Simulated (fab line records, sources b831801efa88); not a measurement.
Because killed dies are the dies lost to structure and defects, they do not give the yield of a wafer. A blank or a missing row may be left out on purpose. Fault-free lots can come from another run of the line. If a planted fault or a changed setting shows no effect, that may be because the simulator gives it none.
Which tool was responsible? | flow sky130 | 24 lots with 72 wafers sampled at 4 steps, on a route of 708 steps

== WHAT THE GAUGES READ, wafer by wafer ==
SKY_CAPM_THK_MEAS_01.
lot  | measured     | on           | CAPM_CVD_00_THK (nm)
L074 | day 36 12:24 | filmMetro-01 | 15.42 15.53 15.53
L075 | day 36 22:01 | filmMetro-03 | 15.39 15.36 15.18
L076 | day 36 23:58 | filmMetro-03 | 15.40 15.69 15.66
L077 | day 37 17:46 | filmMetro-02 | 15.18 15.14 15.50
L079 | day 38 12:31 | filmMetro-01 | 15.58 15.78 15.63
L078 | day 38 14:47 | filmMetro-01 | 15.15 15.19 15.40
L080 | day 38 19:11 | filmMetro-02 | 14.99 15.14 15.06
L081 | day 38 20:44 | filmMetro-02 | 15.68 15.85 15.86
L082 | day 38 22:19 | filmMetro-03 | 15.45 15.22 15.55
L083 | day 39 09:28 | filmMetro-02 | 15.71 15.14 15.45
L084 | day 39 19:07 | filmMetro-01 | 15.26 15.39 15.27
L085 | day 40 00:16 | filmMetro-03 | 15.39 15.71 15.63
L087 | day 40 08:41 | filmMetro-03 | 15.52 15.41 15.44
L086 | day 40 08:02 | filmMetro-02 | 15.37 15.64 15.71
L088 | day 40 19:05 | filmMetro-01 | 15.42 15.22 15.71
L089 | day 40 20:19 | filmMetro-03 | 15.49 15.86 15.84
L090 | day 41 10:46 | filmMetro-01 | 15.60 15.65 15.59
L091 | day 41 16:26 | filmMetro-01 | 15.52 15.95 15.73
L092 | day 41 22:19 | filmMetro-03 | 15.79 15.73 15.68
L093 | day 42 04:59 | filmMetro-01 | 15.39 15.28 15.74
L095 | day 42 16:45 | filmMetro-01 | 15.44 15.26 15.42
L094 | day 42 21:52 | filmMetro-02 | 15.37 15.54 15.53
L096 | day 43 03:10 | filmMetro-03 | 15.35 15.48 15.42
L097 | day 43 08:10 | filmMetro-02 | 15.61 15.53 15.50

== WHAT TOOL EACH LOT RAN ON (gives the tool, then ch and the chambers of the sampled wafers, and finally the start) ==
lot  | SKY_CONTACT_STRIP_19                | SKY_CONTACT_SPUTTER_23      | SKY_VIA1_ETCH_14
L074 | plasmaAsher-03 ch 0,1, day 31 18:03 | pvdSputter-03, day 31 18:38 | rieDiel-03 ch 1,3, day 34 02:03
L075 | plasmaAsher-03 ch 0,1, day 32 03:17 | pvdSputter-02, day 32 03:52 | rieDiel-03 ch 0,2,3, day 34 12:22
L076 | plasmaAsher-04 ch 0,1, day 32 08:15 | pvdSputter-03, day 32 08:51 | rieDiel-01 ch 0,2,3, day 34 15:53
L077 | plasmaAsher-04 ch 0,1, day 32 23:48 | pvdSputter-02, day 33 00:26 | rieDiel-03 ch 1,2, day 35 08:52
L079 | plasmaAsher-01 ch 0,1, day 33 20:03 | pvdSputter-04, day 33 20:40 | rieDiel-03 ch 0,1, day 36 04:57
L078 | plasmaAsher-03 ch 0,1, day 33 21:05 | pvdSputter-03, day 33 21:38 | rieDiel-04 ch 1,3, day 36 06:12
L080 | plasmaAsher-01 ch 0,1, day 34 02:08 | pvdSputter-04, day 34 03:05 | rieDiel-01 ch 0,1,2, day 36 11:33
L081 | plasmaAsher-04 ch 0, day 34 03:08   | pvdSputter-03, day 34 03:49 | rieDiel-04 ch 1,2,3, day 36 13:05
L082 | plasmaAsher-01 ch 0,1, day 34 07:05 | pvdSputter-02, day 34 08:04 | rieDiel-03 ch 0,1,3, day 36 15:31
L083 | plasmaAsher-04 ch 0,1, day 34 17:17 | pvdSputter-04, day 34 18:26 | rieDiel-01 ch 0,2,3, day 37 01:47
L084 | plasmaAsher-04 ch 0,1, day 35 05:14 | pvdSputter-03, day 35 05:55 | rieDiel-04 ch 2,3, day 37 11:42
L085 | plasmaAsher-01 ch 0,1, day 35 08:47 | pvdSputter-02, day 35 09:28 | rieDiel-03 ch 2,3, day 37 16:41
L087 | plasmaAsher-03 ch 0,1, day 35 18:41 | pvdSputter-03, day 35 19:19 | rieDiel-01 ch 1,3, day 38 01:13
L086 | plasmaAsher-04 ch 0,1, day 35 19:08 | pvdSputter-02, day 35 19:44 | rieDiel-03 ch 0,1,2, day 38 00:52
L088 | plasmaAsher-04 ch 0,1, day 36 06:29 | pvdSputter-04, day 36 07:05 | rieDiel-03 ch 0,2,3, day 38 12:49
L089 | plasmaAsher-03 ch 0,1, day 36 08:12 | pvdSputter-03, day 36 08:48 | rieDiel-03 ch 0,1,2, day 38 13:59
L090 | plasmaAsher-01 ch 0,1, day 36 21:32 | pvdSputter-02, day 36 22:10 | rieDiel-04 ch 0,2,3, day 39 04:40
L091 | plasmaAsher-03 ch 0,1, day 37 04:25 | pvdSputter-02, day 37 05:02 | rieDiel-03 ch 0,2,3, day 39 09:54
L092 | plasmaAsher-01 ch 0,1, day 37 09:51 | pvdSputter-04, day 37 10:26 | rieDiel-04 ch 0,1,3, day 39 16:30
L093 | plasmaAsher-03 ch 0,1, day 37 18:11 | pvdSputter-02, day 37 18:50 | rieDiel-04 ch 1,2,3, day 39 23:57
L095 | plasmaAsher-01 ch 0,1, day 38 05:53 | pvdSputter-04, day 38 06:28 | rieDiel-01 ch 0,1, day 40 11:13
L094 | plasmaAsher-04 ch 0,1, day 38 07:00 | pvdSputter-02, day 38 07:39 | rieDiel-03 ch 0,1,3, day 40 12:51
L096 | plasmaAsher-04 ch 0,1, day 38 18:30 | pvdSputter-04, day 38 19:09 | rieDiel-04 ch 0,2, day 40 22:16
L097 | plasmaAsher-04 ch 0,1, day 38 22:59 | pvdSputter-02, day 38 23:32 | rieDiel-03 ch 2,3, day 41 03:34
- SKY_CONTACT_STRIP_19: strips in O2/N2.
- SKY_CONTACT_SPUTTER_23: material TiN, target thk 20 nm, time 80 s.
- SKY_VIA1_ETCH_14: etches BARC in N2/H2, stops on SiO2, time 45.9 s, target depth 60 nm.

== AS READ BY THE TOOLS THEMSELVES (means over the sampled wafers that have a number; for cases with no such wafer, the mark the record gives instead) ==
SKY_CONTACT_STRIP_19.
lot  | tool           | drypumpMotorCurrentA (A) | oesProductAu (a.u.) | stripTimeToEndpointS (s)
L074 | plasmaAsher-03 | 6.2                      | 0.380               | 3.64
L075 | plasmaAsher-03 | 6.4                      | 0.380               | 3.61
L076 | plasmaAsher-04 | 6.0                      | 0.376               | 3.58
L077 | plasmaAsher-04 | 6.0                      | 0.378               | 3.57
L079 | plasmaAsher-01 | 5.3                      | 0.378               | 3.61
L078 | plasmaAsher-03 | 6.3                      | 0.384               | 3.63
L080 | plasmaAsher-01 | 5.3                      | 0.382               | 3.62
L081 | plasmaAsher-04 | 5.2                      | 0.378               | 3.64
L082 | plasmaAsher-01 | 5.4                      | 0.384               | 3.65
L083 | plasmaAsher-04 | 5.6                      | 0.380               | 3.59
L084 | plasmaAsher-04 | 6.0                      | 0.382               | 3.66
L085 | plasmaAsher-01 | 5.4                      | 0.385               | 3.59
L087 | plasmaAsher-03 | 6.3                      | 0.380               | 3.60
L086 | plasmaAsher-04 | 6.0                      | 0.381               | 3.66
L088 | plasmaAsher-04 | 6.0                      | 0.377               | 3.62
L089 | plasmaAsher-03 | 6.2                      | 0.381               | 3.66
L090 | plasmaAsher-01 | 5.3                      | 0.383               | 3.64
L091 | plasmaAsher-03 | 6.4                      | 0.380               | 3.64
L092 | plasmaAsher-01 | 5.3                      | 0.382               | 3.60
L093 | plasmaAsher-03 | 6.2                      | 0.383               | 3.61
L095 | plasmaAsher-01 | 5.4                      | 0.380               | 3.62
L094 | plasmaAsher-04 | 6.0                      | 0.382               | 3.58
L096 | plasmaAsher-04 | 5.6                      | 0.378               | 3.60
L097 | plasmaAsher-04 | 6.0                      | 0.381               | 3.61

SKY_CONTACT_SPUTTER_23.
lot  | tool          | throttleValvePct (%)
L074 | pvdSputter-03 | 29.0
L075 | pvdSputter-02 | 30.3
L076 | pvdSputter-03 | 30.1
L077 | pvdSputter-02 | 30.5
L079 | pvdSputter-04 | 30.8
L078 | pvdSputter-03 | 29.8
L080 | pvdSputter-04 | 29.6
L081 | pvdSputter-03 | 29.6
L082 | pvdSputter-02 | 30.1
L083 | pvdSputter-04 | 30.5
L084 | pvdSputter-03 | 29.0
L085 | pvdSputter-02 | 30.7
L087 | pvdSputter-03 | 29.5
L086 | pvdSputter-02 | 30.6
L088 | pvdSputter-04 | 29.6
L089 | pvdSputter-03 | 29.5
L090 | pvdSputter-02 | 30.2
L091 | pvdSputter-02 | 30.6
L092 | pvdSputter-04 | 30.3
L093 | pvdSputter-02 | 29.9
L095 | pvdSputter-04 | 30.6
L094 | pvdSputter-02 | 30.4
L096 | pvdSputter-04 | 29.8
L097 | pvdSputter-02 | 30.4

SKY_VIA1_ETCH_14.
lot  | tool       | drypumpMotorCurrentA (A) | h2FlowSccm (sccm) | oesProductAu (a.u.) | throttleValvePct (%)
L074 | rieDiel-03 | 5.8                      | 200.1             | 0.855               | 13.227
L075 | rieDiel-03 | 5.6                      | 199.4             | 0.854               | 13.222
L076 | rieDiel-01 | 5.4                      | 199.9             | 0.854               | 13.235
L077 | rieDiel-03 | 6.1                      | 200.7             | 0.857               | 13.234
L079 | rieDiel-03 | 5.2                      | 200.1             | 0.857               | 13.220
L078 | rieDiel-04 | 5.9                      | 199.5             | 0.854               | 13.222
L080 | rieDiel-01 | 5.8                      | 199.8             | 0.854               | 13.222
L081 | rieDiel-04 | 5.7                      | 199.7             | 0.849               | 13.227
L082 | rieDiel-03 | 5.5                      | 200.9             | 0.854               | 13.229
L083 | rieDiel-01 | 5.5                      | 200.0             | 0.857               | 13.218
L084 | rieDiel-04 | 5.9                      | 199.9             | 0.852               | 13.227
L085 | rieDiel-03 | 5.9                      | 199.9             | 0.850               | 13.226
L087 | rieDiel-01 | 6.0                      | 200.5             | 0.855               | 13.220
L086 | rieDiel-03 | 5.7                      | 200.5             | 0.855               | 13.228
L088 | rieDiel-03 | 5.6                      | 200.1             | 0.859               | 13.219
L089 | rieDiel-03 | 5.7                      | 200.0             | 0.857               | 13.226
L090 | rieDiel-04 | 6.0                      | 199.4             | 0.855               | 13.220
L091 | rieDiel-03 | 5.6                      | 200.5             | 0.857               | 13.229
L092 | rieDiel-04 | 6.2                      | 200.1             | 0.855               | 13.214
L093 | rieDiel-04 | 5.7                      | 200.5             | 0.853               | 13.229
L095 | rieDiel-01 | 6.1                      | 200.1             | 0.859               | 13.227
L094 | rieDiel-03 | 5.5                      | 200.1             | 0.852               | 13.227
L096 | rieDiel-04 | 5.6                      | 200.6             | 0.853               | 13.235
L097 | rieDiel-03 | 5.9                      | 199.7             | 0.855               | 13.227

== THE ANSWER, worked out from the rows above alone ==
Rule: usual is defined by the lots themselves. The widest of any qualifying gaps counts: lots, ordered by their means at a reading, are off when they make up no more than a third of the lots, leave a main group of 4 or more, and stand apart from it by 3 or more times the standard deviation of that group's means. A main group is skipped when, at the precision printed for the reading in the tables above, its means are all equal. A lot without any number at a reading at which 4 lots or more have one is off too. All remaining lots with rows at the step are treated as sound. Order of review: gauges by route order, followed by the tools' own readings, for which a lot's mean as printed above is used. The first step at which some lot is off is used, and at that step the reading that is off furthest; a lot without a number counts as furthest.
None of the lots is off at any reading shown; this tells nothing.

== WHAT HAD BEEN PUT IN BY THE SIMULATOR ==
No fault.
